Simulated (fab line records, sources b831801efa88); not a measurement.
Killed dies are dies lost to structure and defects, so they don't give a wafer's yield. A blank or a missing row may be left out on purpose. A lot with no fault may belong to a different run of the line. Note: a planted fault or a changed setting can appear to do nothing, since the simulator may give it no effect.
8D (eight disciplines) problem report, filled in by code -- flow sky130 -- the parts of the form that need people (team, actions taken, sign-off) are left out

## 1. THE ISSUE
Across 2 wafers from 2 lots, VIA1_HDPCVD_THK at SKY_VIA1_THK_MEAS_01 averages 462 nm, while fault-free wafers read 1031 nm with a standard deviation of 9.1. That is -63 standard deviations from the usual mean.
First seen on wafer L246.5, day 35 07:02, on film-metro-03. Wafers with a number at this step in the record: 41, from 14 lots. By rule, "out" or "out of limits" means more than 4 standard deviations away from the usual mean. The other wafers with a number count as sound.

## 2. WHAT IT IS; WHAT IT IS NOT
question,is,is not
which readings at this step,VIA1_HDPCVD_THK,-
which lots,"L246, L250","L239, L240, L241, L242, L243, L248, L253, L257, L259, L260, L261, L262"
which wafers of those lots,"L246.5, L250.5","L246.1, L246.2, L250.6"
read on which gauges,film-metro-03,"film-metro-01, film-metro-02"
when,from day 35 07:02,"up to then (17 sound wafers); but 22 sound wafers of L248, L250, L253, L257, L259, L260, L261, L262 came after"

## 3. WHAT RULES OUT EACH SUSPECT
Counting: a tool at a process step up to the reading stays a suspect if it ran every lot that is out. Sound lots after the first of them don't rule it out here, since some wafers of a struck lot are sound.
- the gauge at SKY_VIA1_THK_MEAS_01: kept. All the wafers that are out were read on film-metro-03, and no step on other tools shows them out.
- hdpcvd-01 at SKY_VIA1_HDPCVD_00 (deposits SiO2, target thk 1030 nm, time 171.7 s): kept. Every lot that is out went through it, the first being L246 (day 35 06:55); the last sound lot it ran before that was L241 (day 33 17:02).
After counting, hdpcvd-01 at SKY_VIA1_HDPCVD_00 and film-metro-03 at SKY_VIA1_THK_MEAS_01 remain.

## 4. THE CAUSE (what the simulator had put in)
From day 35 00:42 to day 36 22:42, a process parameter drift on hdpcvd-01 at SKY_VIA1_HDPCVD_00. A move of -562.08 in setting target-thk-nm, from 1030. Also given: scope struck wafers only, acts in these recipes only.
Of the 2 suspects that counting leaves, this tool is one.

## 5. THE EFFECT CHAIN, in route order
Each row: a reading whose mean over the struck wafers that have a number lies more than 3 standard deviations from the usual. Scope: only readings with a usual standard deviation given in the record; hours: median across lots of the time from each lot's start at the first step in this table that gives one to its start at this step; sigmas: change in usual standard deviations.
hours,step,reading,usual,on struck wafers,change,sigmas
0,SKY_VIA1_THK_MEAS_01,VIA1_HDPCVD_THK,1031 nm,462,-569,-63

## 6. HOW IT WOULD HAVE BEEN CAUGHT EARLIER
6 hours passed between the start of the fault at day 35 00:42 and the first reading out of limits at a measuring or inspecting step in this record, taken at day 35 07:02.
Tool readings at SKY_VIA1_HDPCVD_00 with a usual standard deviation given in the record: none out on any struck wafer, hence no alarm at a limit of 4 standard deviations on them.
Among the 2 lots that are out, L250 began SKY_VIA1_HDPCVD_00 on hdpcvd-01 after day 35 07:02. Had the tool been put on hold then, it would have been spared.
